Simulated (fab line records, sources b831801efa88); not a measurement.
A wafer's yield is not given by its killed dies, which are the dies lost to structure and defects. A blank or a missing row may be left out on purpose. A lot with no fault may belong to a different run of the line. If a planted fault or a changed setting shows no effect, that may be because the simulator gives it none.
Chamber matching | flow gf180mcu | pecvd-02 running GF_V2_CVD_02: 3 sister chambers
The step deposits SiO2 from TEOS, target thk 850 nm, time 94.851 s. 22 wafers are shown with their chamber, then 11 later ones without.

== WAFERS PAIRED WITH THEIR CHAMBERS ==
wafer  | chamber | heater power w (W)
L076.1 | 0       | 615
L076.2 | 1       | 807
L076.3 | 1       | 674
L076.4 | 0       | 656
L076.5 | 0       | 691
L076.6 | 1       | 751
L079.2 | 0       | 665
L079.3 | 1       | 716
L079.5 | 0       | 707
L080.2 | 2       | 651
L080.4 | 1       | 660
L080.5 | 0       | 664
L082.2 | 0       | 611
L082.3 | 1       | 817
L082.6 | 2       | 524
L085.1 | 1       | 753
L085.3 | 0       | 688
L085.6 | 2       | 638
L092.3 | 1       | 775
L092.5 | 0       | 657
L092.6 | 1       | 796
L095.3 | 0       | 653

SIGNATURES (means of the wafers above)
reading        | chamber 0 | chamber 1 | chamber 2 | scatter within a chamber
heater power w | 660.70    | 749.89    | 604.33    | 48
Rule: a wafer's distance from a chamber is the root of the sum, over the readings, of the square of ((its reading less the chamber's mean) divided by the reading's scatter). The wafer belongs to the nearest chamber; if the next one is less than 2 further off, it can't be placed. How the scatter is found: for the shown wafers, subtract from each reading the mean of its chamber, square and add these, divide the total by (wafers less chambers), then take the root.

== WAFERS MISSING THEIR CHAMBER ==
wafer  | heater power w (W)
L095.4 | 652
L095.5 | 697
L096.1 | 713
L096.2 | 638
L096.3 | 692
L096.4 | 555
L096.5 | 667
L096.6 | 765
L097.1 | 610
L097.2 | 739
L097.4 | 666

== WHICH CHAMBER EACH ONE RAN IN ==
wafer  | from the rows above          | in truth
L095.4 | can't be placed: 0 or 2 or 1 | 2
L095.5 | can't be placed: 0 or 1 or 2 | 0
L096.1 | can't be placed: 1 or 0 or 2 | 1
L096.2 | can't be placed: 0 or 2 or 1 | 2
L096.3 | can't be placed: 0 or 1 or 2 | 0
L096.4 | can't be placed: 2 or 0      | 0
L096.5 | can't be placed: 0 or 2 or 1 | 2
L096.6 | can't be placed: 1 or 0      | 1
L097.1 | can't be placed: 2 or 0      | 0
L097.2 | can't be placed: 1 or 0      | 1
L097.4 | can't be placed: 0 or 2 or 1 | 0
Placed correctly: 0 of 11. Cannot be placed on the basis of these rows: 11; the candidates contain the true chamber in 11. Placed wrongly: 0.
